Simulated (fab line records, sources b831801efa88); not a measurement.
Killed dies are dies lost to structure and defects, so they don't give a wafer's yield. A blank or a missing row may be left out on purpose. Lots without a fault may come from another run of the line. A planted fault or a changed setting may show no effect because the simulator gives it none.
A struck lot beside a sound one | flow sky130 | 17 steps out of a route of 708
Sound: wafers L944.1, L944.3, L944.4. Struck: wafers L954.1, L954.2, L954.3. The cause comes at the end.
At each step with rows: each side's tool, then ch and its chambers, then its first start. Under that, the readings that differ: sound wafers | struck wafers | difference of the means | sigmas: that difference in standard deviations of wafers without a fault.
alike: readings whose means differ by less than 2 such deviations, and words and numbers that are the same on both sides. not compared: withheld readings, readings that some wafer has no value for, bounds like >300 that may hide the same value, and numbers for which the record gives no deviation and whose values overlap.
The two part at a step that has a row with sigmas, a row that says differs or no value, or rows on one side only. Numbers that don't overlap but have no deviation are shown without sigmas and don't part them. A reading that every wafer of one side lacks parts them only if that side has two wafers or more.

first, 1 step without rows for these wafers: SKY_VT_ADJUST_LVTN_IMPLANT_19.
SKY_VT_ADJUST_LVTN_STRIP_20: strips in O2/N2.
  sound on plasma_asher-03 ch 0,1, day 8 21:26; struck on plasma_asher-04 ch 0,1, day 11 19:07
  alike: drypump_motor_current_A, oes_product_au, strip_time_to_endpoint_s
  not compared: rf_hours_counter_h
SKY_VT_ADJUST_LVTN_TW_MEAS_21:
  sound on film_metro-04, day 8 21:32; struck on film_metro-01, day 11 19:13
  reading             | sound             | struck            | difference | sigmas
  VT_ADJUST_LVTN_2_TW | 191.0 190.3 191.6 | 185.6 186.2 185.3 | -5.3       | -3
then, 7 steps without rows for these wafers: SKY_VT_ADJUST_NCORE_DEHYDRATE_00 (time 60 s); SKY_VT_ADJUST_NCORE_HMDS_01 (prime time 60 s); SKY_VT_ADJUST_NCORE_COAT_02 (resist thk 1140 nm); SKY_VT_ADJUST_NCORE_SOFTBAKE_03 (time 60 s); SKY_VT_ADJUST_NCORE_EXPOSE_04 (exposes mask LVTN COMPLEMENT THIN, target cd 380 nm); SKY_VT_ADJUST_NCORE_PEB_05; SKY_VT_ADJUST_NCORE_DEVELOP_06 (develop time 60 s).
SKY_VT_ADJUST_NCORE_CD_MEAS_07: target cd 380 nm.
  sound on cd_sem-02, day 9 20:10; struck on cd_sem-02, day 12 19:05
  alike: cd_nm
SKY_VT_ADJUST_NCORE_OVL_MEAS_08:
  sound on overlay-01, day 9 20:17; struck on overlay-02, day 12 19:12
  alike: VT_ADJUST_NCORE_OVL
SKY_VT_ADJUST_NCORE_IMPLANT_09:
  sound on implanter-03 ch 0, day 9 20:20; struck on implanter-02 ch 0, day 12 19:14
  reading                          | sound                      | struck                       | difference | sigmas
  beam_on_s (s)                    | 10.05 10.19 9.72           | 11.26 11.28 11.33            | +1.30      | +7
  end_station_pressure_torr (Torr) | 4.72e-06 5.01e-06 5.01e-06 | 7.375e-05 7.51e-05 7.992e-05 | +7.134e-05 | +99 or more
  faraday_current_uA               | 13.48 13.30 13.90          | 11.75 11.78 11.72            | -1.81      | -7
SKY_VT_ADJUST_NCORE_STRIP_10: strips in O2/N2.
  sound on plasma_asher-04 ch 0,1, day 9 20:29; struck on plasma_asher-02 ch 0,1, day 12 19:23
  reading                      | sound             | struck            | difference | sigmas
  strip_time_to_endpoint_s (s) | 14.19 14.22 14.22 | 14.12 14.12 14.14 | -0.08      | -2
  alike: drypump_motor_current_A, oes_product_au
  not compared: rf_hours_counter_h
SKY_VT_ADJUST_NCORE_TW_MEAS_11:
  sound on film_metro-03, day 9 20:35; struck on film_metro-04, day 12 19:29
  reading            | sound       | struck      | difference | sigmas
  VT_ADJUST_NCORE_TW | 215 217 215 | 231 231 231 | +15        | +5
then, 1 step without rows for these wafers: SKY_VT_ADJUST_HVTR_DEHYDRATE_00 (time 60 s).
-- the record jumps here: 37 days lie between the struck wafers' starts before and after (it left off in module VT_ADJUST_HVTR and takes up again in module PAD_OPEN, whose first step shown is number 708 of the route) --
SKY_PAD_OPEN_PROBE_99:
  sound on prober-02, day 47 11:33; struck on prober-01, day 49 19:38
  reading                                    | sound                        | struck                        | difference | sigmas
  model.etest.nfet_16v.r_on_ohm_um           | 1.408e+04 1.402e+04 1.42e+04 | 1.461e+04 1.489e+04 1.476e+04 | +6.533e+02 |
  model.etest.pfet_g5v0d10v5.r_on_ohm_um     | 4744 4639 4754               | 4485 4620 4628                | -135       |
  model.etest.res_pwell_under_gate.rs_ohm_sq | 2303 2294 2289               | 2252 2247 2265                | -41        |
  model.etest.pfet_g5v0d10v5.drive_ua_um     | 343.3 354.1 343.9            | 368.5 355.6 357.1             | +13.3      |
  model.etest.pfet_16v.drive_ua_um           | 253.3 250.9 246.7            | 264.6 260.2 263.5             | +12.5      |
  model.etest.nfet_16v.drive_ua_um           | 220.8 224.2 221.8            | 217.4 213.7 208.8             | -9.0       |
  model.etest.pfet_g5v0d10v5.off_log10_a_um  | -12.4 -12.03 -12.25          | -10.45 -10.64 -10.26          | +1.78      |
  model.etest.pfet_g5v0d10v5.vt_sat_v (V)    | -0.6243 -0.5764 -0.6123      | -0.4282 -0.4551 -0.4251       | +0.1682    |
  alike: killed_at_M0_to_M3, killed_at_M4_up, killed_at_contacts, killed_at_front_end, killed_at_other, killed_dies, killed_open, killed_short

WHERE THEY PART
First at SKY_VT_ADJUST_LVTN_TW_MEAS_21; last, within this record, at SKY_VT_ADJUST_NCORE_TW_MEAS_11. Later steps at which nothing parts them and some readings are alike: SKY_PAD_OPEN_PROBE_99.

WHY: what the simulator had put in
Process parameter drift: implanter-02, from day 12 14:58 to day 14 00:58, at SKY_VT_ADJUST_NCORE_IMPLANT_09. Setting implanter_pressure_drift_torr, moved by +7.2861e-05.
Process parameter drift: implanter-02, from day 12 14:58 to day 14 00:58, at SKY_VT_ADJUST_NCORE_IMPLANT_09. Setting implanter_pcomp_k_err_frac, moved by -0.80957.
